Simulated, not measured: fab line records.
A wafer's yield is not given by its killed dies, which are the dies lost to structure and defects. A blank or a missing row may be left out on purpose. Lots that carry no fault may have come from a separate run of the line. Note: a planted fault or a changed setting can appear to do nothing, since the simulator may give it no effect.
Problem report in the 8D (eight disciplines) form, filled by code / flow sky130 / the parts of the form that need people (team, actions taken, sign-off) are left out

== 1. THE PROBLEM ==
Across 2 wafers from 2 lots, VIA4_HDPCVD_THK at SKY_VIA4_THK_MEAS_01 averages 2242 nm, while fault-free wafers read 1748 nm with a standard deviation of 17. That is +29 standard deviations from the usual mean.
Seen first at day 46 02:49 on film metro-03, wafer L132.6. The record holds 39 wafers of 13 lots with a number at this step. Rule for "out", or "out of limits": more than 4 standard deviations from the usual mean. The other wafers with a number count as sound.

== 2. WHAT IT IS, AND WHAT IT ISN'T ==
question=which readings at this step | is=VIA4_HDPCVD_THK | is not=-
question=which lots | is=L132, L134 | is not=L119, L120, L121, L122, L123, L124, L125, L126, L128, L137, L138
question=which wafers of those lots | is=L132.6, L134.5 | is not=L132.2, L132.5, L134.3, L134.6
question=read on which gauges | is=film metro-01, film metro-03 | is not=film metro-04
question=when | is=from day 46 02:49 | is not=up to then (29 sound wafers); but 8 sound wafers of L134, L137, L138 came after

== 3. WHAT RULES OUT EACH SUSPECT ==
Counting: any tool at a process step up to the reading remains a suspect provided it ran every lot that is out. Sound lots after the first of them don't rule it out here, since some wafers of a struck lot are sound.
- ruled out: the gauge at SKY_VIA4_THK_MEAS_01. Those wafers that are out were read across 2 gauges (film metro-01, film metro-03).
- hdpcvd-02 at SKY_VIA4_HDPCVD_00 (deposits SiO2, target thk 1750 nm, time 291.7 s): kept. It processed each lot that is out (first: L132, day 46 02:38); up to then, its last sound lot is L125 (day 44 14:28). Its own readings are out on those wafers: run length s.
- Within hdpcvd-02 at SKY_VIA4_HDPCVD_00: the wafers that are out ran in chamber 0; their sound lot-mates ran in chambers 1, 2.
Remaining after the count: hdpcvd-02 at SKY_VIA4_HDPCVD_00.

== 4. THE CAUSE (what the simulator had put in) ==
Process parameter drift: hdpcvd-02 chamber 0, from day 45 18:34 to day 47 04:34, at SKY_VIA4_HDPCVD_00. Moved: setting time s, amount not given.
After counting, this tool was the only one left.

== 5. THE CHAIN OF EFFECTS, in route order ==
Rows list readings where the struck wafers' mean (over those with a number) sits beyond 3 standard deviations from the usual. Scope: only readings with a usual standard deviation given in the record; hours: median across lots of the time from each lot's start at the first step in this table that gives one to its start at this step; sigmas: change in usual standard deviations.
hours=0; step=SKY_VIA4_HDPCVD_00; reading=run length s; usual=319.7 s; on struck wafers=401.6; change=+81.9; sigmas=+99 or more
hours=0; step=SKY_VIA4_THK_MEAS_01; reading=VIA4_HDPCVD_THK; usual=1748 nm; on struck wafers=2242; change=+494; sigmas=+29
Process steps it contains:
- SKY_VIA4_HDPCVD_00: deposits SiO2, target thk 1750 nm, time 291.7 s.

== 6. HOW IT WOULD HAVE BEEN CAUGHT EARLIER ==
8 hours passed between the start of the fault at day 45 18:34 and the first reading out of limits at a measuring or inspecting step in this record, taken at day 46 02:49.
The tool's own readings at SKY_VIA4_HDPCVD_00 were out on every struck wafer that the step has a row for (run length s): an alarm limit on them would have fired on the first of those.
Lots out: 2; of these, L134 started SKY_VIA4_HDPCVD_00 on hdpcvd-02 after day 46 02:49. Had the tool been put on hold then, it would have been spared.
